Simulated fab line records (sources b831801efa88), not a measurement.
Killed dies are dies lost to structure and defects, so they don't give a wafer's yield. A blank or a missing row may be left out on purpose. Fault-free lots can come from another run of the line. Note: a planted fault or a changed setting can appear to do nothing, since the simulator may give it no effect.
fab line records | flow sky130
[record] lots = 6 | wafers = 18 | lastDay = 50
route steps=708 shown LDD_N@252 LDD_P@255 PAD_OPEN@708
lots that met no fault: taken from a fault-free run of the same line
startH: hours from the record's first day to the start of the lot's first wafer shown | waitH: hours from the lot's prior step to this one | " the same as in the row above | L1.1+2: a row that stands for several wafers | - no value, or no start given | * or withheld: withheld | < > ~ a bound
route shown NAME@n: NAME is a module with steps in the file, n the number in the route of the first one | usual: the fault-free wafers' mean and standard deviation | same: alike in all rows | chamber/n: place in a boat | sites: per-site readings | _std_site: the standard deviation of these | _edge_site: the outer-site mean with the inner-site mean subtracted | radiusMm: for every site, how far away it sits from the centre of the wafer | mask NAME#n: copy n | behind: the most recent tool/chamber to have shaped the wafer | hold: why the lot was held/for how many hours/how that ended | device: the transistor (n, p or np) that didn't switch | end of line: tests of these same wafers at the route's end | step lacking rows: just its recipe | killed: dies lost to structure and defects at the first sort, not the wafer's yield | map: shows each die of a wafer: x if killed, . if not, _ if none is there
set.NAME: the setting the step ran with; set.NAME@STEP: the setting that earlier step ran with | model.NAME: the simulator's own value behind a step, which no gauge read
lots at selected steps of the route; one table per step, one row per wafer
services: a tool's chamber out of use, with start hour (startH, from the record's first day; less than 0 if before it), hours out, and reason
[[steps]]
[step SKY_LDD_N_IMPLANT_15]
[recipe] species = BF2 | energyKev = 50 | doseCm2 = 5e+12 | tiltDeg = 30 | rotationDeg = 270
[step SKY_LDD_N_STRIP_16]
[recipe] chemistry = O2/N2 | powerW = 1400 | pressureMtorr = 1500 | platenTempC = withheld | o2FlowSccm = 3000 | n2FlowSccm = 300 | overashFraction = 0.5
[usual] drypumpMotorCurrentA = 6.2/0.44 | oesProductAu = 0.410/0.0049 | stripTimeToEndpointS = 4.393/0.014
lot.wafer | tool           | chamber | startH | waitH | drypumpMotorCurrentA | oesProductAu | rfHoursCounterH | stripTimeToEndpointS
L416.2    | plasmaAsher-01 | 0       | 465.75 | 0.1   | 6.7                  | 0.407        | 3               | 4.396
L416.4    | "              | 1       | "      | "     | 6.4                  | 0.406        | -               | 4.383
L416.6    | "              | 0       | "      | "     | 6.7                  | 0.408        | -               | 4.395
L428.1    | plasmaAsher-01 | 1       | 555.64 | 0.1   | 6.4                  | 0.418        | 12              | 4.395
L428.3    | "              | 1       | "      | "     | 6.4                  | 0.404        | -               | 4.386
L428.4    | "              | 0       | "      | "     | 6.7                  | 0.411        | -               | 4.374
L429.1    | plasmaAsher-03 | 1       | 560.49 | 0.1   | 6.4                  | 0.407        | 86              | 4.406
L429.5    | "              | 0       | "      | "     | 5.7                  | 0.411        | -               | 4.398
L429.6    | "              | 1       | "      | "     | 6.4                  | 0.413        | -               | 4.403
L430.1    | plasmaAsher-03 | 1       | 577.44 | 0.1   | 6.4                  | 0.417        | 88              | 4.375
L430.2    | "              | 0       | "      | "     | 5.7                  | 0.407        | 88              | 4.398
L430.6    | "              | 1       | "      | "     | 6.4                  | 0.406        | -               | 4.389
L432.1    | plasmaAsher-02 | 0       | 580.53 | 0.1   | 6.0                  | 0.409        | 41              | 4.398
L432.4    | "              | 0       | "      | "     | 6.0                  | 0.414        | -               | 4.429
L432.5    | "              | 0       | "      | "     | 6.0                  | 0.417        | -               | 4.416
L434.1    | plasmaAsher-01 | 0       | 605.79 | 0.1   | 6.7                  | 0.407        | 17              | 4.422
L434.2    | "              | 1       | "      | "     | 6.4                  | 0.411        | 17              | 4.413
L434.3    | "              | 0       | "      | "     | 6.7                  | 0.414        | -               | 4.427
[step SKY_LDD_N_TW_MEAS_17]
[usual] LDD_N_TW = 2590/18
lot.wafer | tool         | chamber | startH | waitH | LDD_N_TW
L416.2    | filmMetro-04 | -       | 465.86 | 0.1   | 2614
L416.4    | "            | -       | "      | "     | 2612
L416.6    | "            | -       | "      | "     | 2606
L428.1    | filmMetro-03 | -       | 555.74 | 0.1   | 2591
L428.3    | "            | -       | "      | "     | 2576
L428.4    | "            | -       | "      | "     | 2585
L429.1    | filmMetro-03 | -       | 560.59 | 0.1   | 2594
L429.5    | "            | -       | "      | "     | 2580
L429.6    | "            | -       | "      | "     | 2581
L430.1    | filmMetro-03 | -       | 577.54 | 0.1   | 2559
L430.2    | "            | -       | "      | "     | 2576
L430.6    | "            | -       | "      | "     | 2572
L432.1    | filmMetro-03 | -       | 580.63 | 0.1   | 2592
L432.4    | "            | -       | "      | "     | 2581
L432.5    | "            | -       | "      | "     | 2570
L434.1    | filmMetro-03 | -       | 605.89 | 0.1   | 2585
L434.2    | "            | -       | "      | "     | 2591
L434.3    | "            | -       | "      | "     | 2589
[step SKY_LDD_P_DEHYDRATE_00]
[recipe] tempC = 200 | timeS = 60
[step SKY_LDD_P_HMDS_01]
[recipe] primeTimeS = 60 | primeTempC = 120
[step SKY_LDD_P_COAT_02]
[recipe] resist = NOVOLAK | spinRpm = 3000 | resistThkNm = 1140
[step SKY_LDD_P_SOFTBAKE_03]
[recipe] tempC = 90 | timeS = 60 | resist = NOVOLAK
[step SKY_LDD_P_EXPOSE_04]
[recipe] maskId = PSDM | na = 0.6 | sourceShape = conventional | sigmaOuter = 0.6 | polarization = unpolarized | targetCdNm = 380 | doseMj = 138
[step SKY_LDD_P_PEB_05]
[recipe] tempC = withheld | timeS = * | resist = NOVOLAK
[step SKY_LDD_P_DEVELOP_06]
[recipe] resist = NOVOLAK | developer = TMAH | developTimeS = 60 | devTempC = 23.57
[step SKY_LDD_P_CD_MEAS_07]
[recipe] targetCdNm = 380
[usual] cdNm = 378.5/2.3
lot.wafer | tool     | chamber | startH | waitH | cdNm
L416.2    | cdSem-01 | -       | 496.13 | 0.1   | 380.2
L416.4    | "        | -       | "      | "     | 378.0
L416.6    | "        | -       | "      | "     | 379.0
L428.1    | cdSem-01 | -       | 585.40 | 0.1   | 380.0
L428.3    | "        | -       | "      | "     | 379.4
L428.4    | "        | -       | "      | "     | 379.7
L429.1    | cdSem-02 | -       | 590.78 | 0.1   | 378.7
L429.5    | "        | -       | "      | "     | 378.2
L429.6    | "        | -       | "      | "     | 379.0
L430.1    | cdSem-02 | -       | 607.80 | 0.1   | 380.2
L430.2    | "        | -       | "      | "     | 377.5
L430.6    | "        | -       | "      | "     | 378.8
L432.1    | cdSem-02 | -       | 610.55 | 0.1   | 374.2
L432.4    | "        | -       | "      | "     | 374.6
L432.5    | "        | -       | "      | "     | 375.2
L434.1    | cdSem-02 | -       | 634.36 | 0.1   | 383.6
L434.2    | "        | -       | "      | "     | 383.9
L434.3    | "        | -       | "      | "     | 384.6
[step SKY_LDD_P_OVL_MEAS_08]
[usual] LDD_P_OVL = -1.4/1.5
lot.wafer | tool       | chamber | startH | waitH | LDD_P_OVL[nm]
L416.2    | overlay-02 | -       | 496.23 | 0.1   | -3.0
L416.4    | "          | -       | "      | "     | -3.5
L416.6    | "          | -       | "      | "     | -5.9
L428.1    | overlay-01 | -       | 585.52 | 0.1   | -4.1
L428.3    | "          | -       | "      | "     | -0.8
L428.4    | "          | -       | "      | "     | -2.5
L429.1    | overlay-02 | -       | 590.90 | 0.1   | -0.3
L429.5    | "          | -       | "      | "     | 0.4
L429.6    | "          | -       | "      | "     | -0.9
L430.1    | overlay-02 | -       | 607.92 | 0.1   | -0.7
L430.2    | "          | -       | "      | "     | -2.8
L430.6    | "          | -       | "      | "     | -2.2
L432.1    | overlay-02 | -       | 610.67 | 0.1   | -3.4
L432.4    | "          | -       | "      | "     | -3.6
L432.5    | "          | -       | "      | "     | -3.2
L434.1    | overlay-01 | -       | 634.48 | 0.1   | -1.0
L434.2    | "          | -       | "      | "     | -1.5
L434.3    | "          | -       | "      | "     | -0.9
[step SKY_LDD_P_IMPLANT_09]
[recipe] species = BF2 | energyKev = 25 | doseCm2 = 1e+13 | tiltDeg = withheld
[usual] doseIonsCm2 = 9.998e+12/1.2e+10
lot.wafer | tool         | chamber | startH | waitH | doseIonsCm2
L416.2    | implanter-01 | 0       | 496.29 | 0.0   | 9.992e+12
L416.4    | "            | 0       | "      | "     | 1.0004e+13
L416.6    | "            | 0       | "      | "     | 9.999e+12
L428.1    | implanter-01 | 0       | 585.56 | 0.0   | 1.0007e+13
L428.3    | "            | 0       | "      | "     | 1.0004e+13
L428.4    | "            | 0       | "      | "     | 1e+13
L429.1    | implanter-01 | 0       | 590.94 | 0.0   | 9.676e+12
L429.5    | "            | 0       | "      | "     | 9.666e+12
L429.6    | "            | 0       | "      | "     | 9.677e+12
L430.1    | implanter-01 | 0       | 607.96 | 0.0   | 9.668e+12
L430.2    | "            | 0       | "      | "     | 9.679e+12
L430.6    | "            | 0       | "      | "     | 9.659e+12
L432.1    | implanter-03 | 0       | 610.71 | 0.0   | 1.0016e+13
L432.4    | "            | 0       | "      | "     | 1.0022e+13
L432.5    | "            | 0       | "      | "     | 1.0011e+13
L434.1    | implanter-04 | 0       | 634.51 | 0.0   | 9.994e+12
L434.2    | "            | 0       | "      | "     | 9.98e+12
L434.3    | "            | 0       | "      | "     | 9.993e+12
[step SKY_LDD_P_STRIP_10]
[recipe] chemistry = O2/N2 | powerW = 1400 | pressureMtorr = 1500 | platenTempC = withheld | o2FlowSccm = 3000 | n2FlowSccm = 300 | overashFraction = 0.5
[usual] drypumpMotorCurrentA = 6.0/0.37 | oesProductAu = 0.716/0.0044 | stripTimeToEndpointS = 14.19/0.041
lot.wafer | tool           | chamber | startH | waitH | drypumpMotorCurrentA | oesProductAu | rfHoursCounterH | stripTimeToEndpointS
L416.2    | plasmaAsher-04 | 1       | 496.41 | 0.1   | 5.8                  | 0.712        | 67              | 14.14
L416.4    | "              | 1       | "      | "     | 5.8                  | 0.712        | -               | 14.14
L416.6    | "              | 1       | "      | "     | 5.8                  | 0.720        | -               | 14.11
L428.1    | plasmaAsher-04 | 0       | 585.71 | 0.1   | 6.3                  | 0.715        | 77              | 14.23
L428.3    | "              | 0       | "      | "     | 6.4                  | 0.715        | -               | 14.19
L428.4    | "              | 1       | "      | "     | 5.8                  | 0.716        | -               | 14.21
L429.1    | plasmaAsher-02 | 0       | 591.09 | 0.1   | 6.0                  | 0.717        | 42              | 14.23
L429.5    | "              | 1       | "      | "     | 5.4                  | 0.715        | -               | 14.23
L429.6    | "              | 0       | "      | "     | 6.0                  | 0.722        | -               | 14.23
L430.1    | plasmaAsher-02 | 0       | 608.11 | 0.1   | 6.0                  | 0.710        | 44              | 14.26
L430.2    | "              | 1       | "      | "     | 5.4                  | 0.722        | 44              | 14.24
L430.6    | "              | 1       | "      | "     | 5.4                  | 0.709        | -               | 14.23
L432.1    | plasmaAsher-04 | 1       | 610.86 | 0.1   | 5.8                  | 0.714        | 79              | 14.18
L432.4    | "              | 0       | "      | "     | 6.3                  | 0.711        | -               | 14.18
L432.5    | "              | 0       | "      | "     | 6.3                  | 0.709        | -               | 14.15
L434.1    | plasmaAsher-03 | 1       | 634.66 | 0.1   | 6.4                  | 0.716        | 94              | 14.20
L434.2    | "              | 0       | "      | "     | 5.6                  | 0.710        | 94              | 14.21
L434.3    | "              | 0       | "      | "     | 5.7                  | 0.719        | -               | 14.16
[step SKY_PAD_OPEN_PROBE_99]
[usual] killed_at_M0_to_M3 = 44/6.8 | killed_at_M4_up = 2.9/1.7 | killedAtContacts = 24/5.2 | killedAtFrontEnd = 15/4 | killedAtOther = 0.2/0.44 | killedDies = 86/9.9 | killedOpen = 47/7.9 | killedShort = 39/6.3
[same] grossDies = 492 | killedAtBackSide = 0
lot.wafer | tool      | chamber | startH  | waitH | killed_at_M0_to_M3 | killed_at_M4_up | killedAtContacts | killedAtFrontEnd | killedAtOther | killedDies | killedOpen | killedShort | model.etest.tipP.rsOhmSq
L416.2    | prober-02 | -       | 1118.83 | 0.1   | 49                 | 2               | 27               | 16               | 1             | 95         | 51         | 44          | 6833
L416.4    | prober-02 | -       | 1118.93 | 0.2   | 49                 | 2               | 29               | 14               | 0             | 94         | 57         | 37          | 6825
L416.6    | prober-02 | -       | 1119.03 | 0.2   | 45                 | 1               | 31               | 11               | 0             | 88         | 53         | 35          | 6832
L428.1    | prober-02 | -       | 1175.29 | 0.1   | 47                 | 4               | 19               | 8                | 0             | 78         | 47         | 31          | 6828
L428.3    | prober-02 | -       | 1175.39 | 0.2   | 44                 | 2               | 19               | 11               | 0             | 76         | 45         | 31          | 6891
L428.4    | prober-02 | -       | 1175.44 | 0.2   | 46                 | 1               | 23               | 11               | 0             | 81         | 48         | 33          | 6837
L429.1    | prober-01 | -       | 1178.43 | 0.1   | 52                 | 2               | 25               | 15               | 1             | 95         | 48         | 46          | 7219
L429.5    | prober-01 | -       | 1178.63 | 0.2   | 43                 | 0               | 22               | 15               | 0             | 80         | 37         | 43          | 7122
L429.6    | prober-01 | -       | 1178.68 | 0.2   | 33                 | 5               | 21               | 10               | 0             | 69         | 41         | 28          | 7218
L430.1    | prober-02 | -       | 1186.33 | 0.1   | 45                 | 3               | 31               | 14               | 0             | 93         | 53         | 40          | 7013
L430.2    | prober-02 | -       | 1186.38 | 0.1   | 42                 | 6               | 14               | 11               | 0             | 73         | 39         | 33          | 7075
L430.6    | prober-02 | -       | 1186.58 | 0.2   | 45                 | 1               | 17               | 12               | 1             | 76         | 34         | 42          | 7078
L432.1    | prober-02 | -       | 1192.84 | 0.1   | 37                 | 4               | 33               | 18               | 0             | 92         | 54         | 38          | 6791
L432.4    | prober-02 | -       | 1192.99 | 0.2   | 49                 | 1               | 18               | 19               | 0             | 87         | 47         | 40          | 6846
L432.5    | prober-02 | -       | 1193.04 | 0.2   | 40                 | 3               | 23               | 14               | 0             | 80         | 42         | 38          | 6801
L434.1    | prober-02 | -       | 1202.69 | 0.1   | 50                 | 5               | 27               | 18               | 1             | 101        | 59         | 42          | 6984
L434.2    | prober-02 | -       | 1202.74 | 0.1   | 43                 | 3               | 20               | 17               | 0             | 83         | 52         | 31          | 6944
L434.3    | prober-02 | -       | 1202.79 | 0.2   | 43                 | 2               | 26               | 17               | 0             | 88         | 56         | 32          | 6962
// killed by level:class
L416.2 LI_CONTACT:geometricParticle:open=10 METAL2:geometricParticle:short=10 VIA3:geometricParticle:open=8 VIA2:geometricParticle:open=7 VIA1:geometricParticle:open=7 CONTACT:geometricParticle:open=6 FIELD_ISO:geometricParticle:open=5 METAL3:geometricParticle:short=5
L416.4 VIA1:geometricParticle:open=15 FIELD_ISO:geometricParticle:open=8 LI_CONTACT:geometricParticle:open=8 LOCAL_INTERCONNECT:geometricParticle:short=7 CONTACT:geometricParticle:open=7 VIA2:geometricParticle:open=7 FIELD_ISO:geometricParticle:short=5 METAL1:geometricParticle:short=5
L416.6 VIA1:geometricParticle:open=15 CONTACT:geometricParticle:open=13 LI_CONTACT:geometricParticle:open=7 LOCAL_INTERCONNECT:geometricParticle:short=6 METAL2:geometricParticle:short=6 VIA1:geometricParticle:short=5 VIA3:geometricParticle:open=4 FIELD_ISO:geometricParticle:open=3
L428.1 VIA1:geometricParticle:open=10 CONTACT:geometricParticle:open=9 VIA2:geometricParticle:open=7 VIA3:geometricParticle:open=7 LI_CONTACT:geometricParticle:open=5 METAL1:geometricParticle:short=5 METAL2:geometricParticle:short=5 FIELD_ISO:geometricParticle:short=3
L428.3 CONTACT:geometricParticle:open=10 VIA1:geometricParticle:open=9 VIA3:geometricParticle:open=8 METAL1:geometricParticle:short=6 METAL2:geometricParticle:short=6 VIA2:geometricParticle:short=4 FIELD_ISO:geometricParticle:open=3 FIELD_ISO:geometricParticle:short=3
L428.4 CONTACT:geometricParticle:open=11 VIA3:geometricParticle:open=10 VIA1:geometricParticle:open=10 LOCAL_INTERCONNECT:geometricParticle:short=6 VIA3:geometricParticle:short=6 VIA1:geometricParticle:short=5 VIA2:geometricParticle:open=5 FIELD_ISO:geometricParticle:open=3
L429.1 METAL2:geometricParticle:short=9 FIELD_ISO:geometricParticle:open=8 VIA1:geometricParticle:open=8 VIA1:geometricParticle:short=8 CONTACT:geometricParticle:open=7 CONTACT:geometricParticle:short=6 VIA2:geometricParticle:open=6 LI_CONTACT:geometricParticle:open=5
L429.5 VIA1:geometricParticle:open=11 VIA1:geometricParticle:short=7 METAL2:geometricParticle:short=6 VIA3:geometricParticle:open=6 FIELD_ISO:geometricParticle:short=5 CONTACT:geometricParticle:short=5 CONTACT:geometricParticle:open=5 METAL3:geometricParticle:short=5
L429.6 VIA1:geometricParticle:open=10 CONTACT:geometricParticle:open=7 LI_CONTACT:geometricParticle:open=5 FIELD_ISO:geometricParticle:open=4 METAL1:geometricParticle:short=4 CONTACT:geometricParticle:short=4 LOCAL_INTERCONNECT:geometricParticle:short=3 VIA1:geometricParticle:short=3
L430.1 VIA1:geometricParticle:open=11 LI_CONTACT:geometricParticle:open=10 CONTACT:geometricParticle:open=10 LOCAL_INTERCONNECT:geometricParticle:short=8 VIA3:geometricParticle:open=7 VIA3:geometricParticle:short=6 VIA2:geometricParticle:open=5 VIA1:geometricParticle:short=5
L430.2 VIA1:geometricParticle:open=12 METAL1:geometricParticle:short=7 CONTACT:geometricParticle:open=6 VIA1:geometricParticle:short=6 VIA2:geometricParticle:open=5 VIA3:geometricParticle:open=4 METAL2:geometricParticle:short=4 CONTACT:geometricParticle:short=3
L430.6 METAL1:geometricParticle:short=9 VIA1:geometricParticle:open=8 VIA1:geometricParticle:short=7 VIA2:geometricParticle:open=5 FIELD_ISO:geometricParticle:short=4 LOCAL_INTERCONNECT:geometricParticle:short=4 CONTACT:geometricParticle:short=4 CONTACT:geometricParticle:open=4
L432.1 CONTACT:geometricParticle:open=12 VIA3:geometricParticle:open=9 VIA1:geometricParticle:open=8 VIA2:geometricParticle:open=7 LI_CONTACT:geometricParticle:open=7 FIELD_ISO:geometricParticle:short=6 FIELD_ISO:geometricParticle:open=6 CONTACT:geometricParticle:short=6
L432.4 VIA1:geometricParticle:open=11 VIA2:geometricParticle:open=9 METAL1:geometricParticle:short=8 CONTACT:geometricParticle:open=7 VIA3:geometricParticle:open=7 POLY_GATE:geometricParticle:short=6 FIELD_ISO:geometricParticle:open=4 FIELD_ISO:geometricParticle:short=4
L432.5 CONTACT:geometricParticle:open=12 VIA2:geometricParticle:open=8 METAL1:geometricParticle:short=7 VIA1:geometricParticle:open=6 CONTACT:geometricParticle:short=6 POLY_GATE:geometricParticle:short=5 VIA3:geometricParticle:open=5 POLY_GATE:geometricParticle:open=4
L434.1 VIA1:geometricParticle:open=14 CONTACT:geometricParticle:open=11 LI_CONTACT:geometricParticle:open=8 FIELD_ISO:geometricParticle:open=6 VIA3:geometricParticle:open=6 VIA3:geometricParticle:short=5 VIA1:geometricParticle:short=5 VIA2:geometricParticle:open=5
L434.2 VIA1:geometricParticle:open=11 CONTACT:geometricParticle:open=7 VIA1:geometricParticle:short=7 METAL1:geometricParticle:open=6 VIA2:geometricParticle:open=6 FIELD_ISO:geometricParticle:open=4 LI_CONTACT:geometricParticle:open=4 CONTACT:geometricParticle:short=4
L434.3 VIA1:geometricParticle:open=11 CONTACT:geometricParticle:open=9 VIA3:geometricParticle:open=8 POLY_GATE:geometricParticle:open=7 LOCAL_INTERCONNECT:geometricParticle:short=7 LI_CONTACT:geometricParticle:open=5 METAL1:geometricParticle:short=5 VIA2:geometricParticle:open=4
[[services]]
tool           | chamber | startH | hours | kind
plasmaAsher-02 | -       | 460.86 | 2.0   | repair
plasmaAsher-01 | -       | 475.39 | 5.9   | repair
plasmaAsher-03 | -       | 479.09 | 0.7   | repair
plasmaAsher-02 | -       | 485.50 | 0.8   | repair
plasmaAsher-03 | -       | 498.32 | 3.3   | repair
implanter-04   | -       | 507.27 | 3.5   | repair
plasmaAsher-02 | -       | 529.83 | 2.2   | repair
implanter-04   | -       | 541.09 | 4.4   | pm
plasmaAsher-04 | -       | 553.02 | 4.3   | pm
implanter-03   | -       | 588.58 | 8.1   | pm
implanter-01   | -       | 593.28 | 2.6   | repair
plasmaAsher-02 | -       | 626.74 | 6.2   | repair
[[key]]
[firstSign] step = SKY_LDD_P_IMPLANT_09 | reading = doseIonsCm2 | direction = down | sigmas = 27 | usual = * | struck = *
effect none on later readings
[modelEffect] step = SKY_PAD_OPEN_PROBE_99 | value = etest.tipP.rsOhmSq | without = 6924 | struck = 7121
metAt SKY_LDD_P_IMPLANT_09
struckWafers L429.1,L429.5,L429.6,L430.1,L430.2,L430.6
testerLeftOut L429,L430
onsetBetween 585.56 590.94
[fault] kind = processParameterDrift | tool = implanter-01 | chamber = - | onsetH = 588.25 | steps = SKY_LDD_P_IMPLANT_09 | channel = doseCm2 | offset = * | shape = step | endH = 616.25 | actsIn = * | stated = *
// testerLeftOut: of these lots the tester's yield and bins aren't shown, on N5 and GAA mostly nor the transistor test; their killed dies are dies lost to structure and defects alone, not to doping, threshold or leakage, so they don't give the yield
